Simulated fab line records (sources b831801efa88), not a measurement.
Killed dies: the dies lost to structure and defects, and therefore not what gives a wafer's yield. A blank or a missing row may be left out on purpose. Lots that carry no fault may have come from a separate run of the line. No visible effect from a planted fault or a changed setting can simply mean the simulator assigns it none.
A single fault, viewed from 2 desks / flow gf180mcu / only its own numbers are on each desk; what lay behind them is given at the end

DESK OF THE TOOL OWNER: cvd-w-02
The tool's own readings at GF_V1_CVD_23 (deposits W, target thk 350 nm, time 105.05 s): means of the sampled wafers that have a number, for each lot that ran on this tool. A lot is out of limits, marked OUT, if its mean lies more than 4 standard deviations from the usual mean; the brackets give that distance.
Columns: A = chamber-pressure-Torr at GF_V1_CVD_23, usual 40.00 Torr; B = heater-power-w at GF_V1_CVD_23, usual 856 W
lot=L346; first seen here=day 21 04:20; A=40.06; B=848
lot=L352; first seen here=day 23 07:43; A=37.67 (-26) OUT; B=838
lot=L354; first seen here=day 24 05:08; A=38.41 (-18) OUT; B=822
Finding of this desk: L352, L354 out of limits; the first was L352 at day 23 07:43, on chamber-pressure-Torr at GF_V1_CVD_23. In limits: L346.

FROM THE METROLOGY DESK
What the gauges read, lot by lot, whatever tool the lot ran on: means of the sampled wafers that have a number. A lot is out of limits, marked OUT, if its mean lies more than 4 standard deviations from the usual mean; the brackets give that distance.
Columns: A = cd-nm at GF_V1_CD_MEAS_14, usual 259.7 nm; B = V1_OVL at GF_V1_OVL_MEAS_15, usual 1 nm; C = V1_W_RS at GF_V1_RS_MEAS_24, usual 0.327 ohm/sq
lot=L338; first seen here=day 17 19:39; A=259.8; B=8; C=0.330
lot=L346; first seen here=day 21 03:25; A=258.0; B=-5; C=0.324
lot=L352; first seen here=day 23 06:47; A=260.9; B=2; C=0.336
lot=L354; first seen here=day 24 04:14; A=259.1; B=2; C=0.332
lot=L357; first seen here=day 25 00:28; A=262.6; B=-1; C=0.328
lot=L359; first seen here=day 25 16:01; A=259.0; B=6; C=0.329
This desk's verdict: no lot among the 6 shows anything out of limits.

BROUGHT TOGETHER
The tool owner's desk had the chance to raise an alarm at day 23 07:43 on L352, L354.
The metrology desk saw nothing out of limits.
The metrology desk has L352, L354 on record, within its limits.
Of the lots named, all ran GF_V1_CVD_23 on cvd-w-02.

WHAT THE SIMULATOR HAD INSERTED
cvd-w-02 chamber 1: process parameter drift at GF_V1_CVD_23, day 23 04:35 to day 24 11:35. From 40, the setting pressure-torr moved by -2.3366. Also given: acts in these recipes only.
Shown lots that were struck: L352, L354.
How many hours passed from the start of the fault until each desk's first out-of-limits reading: the tool owner's desk, 3.
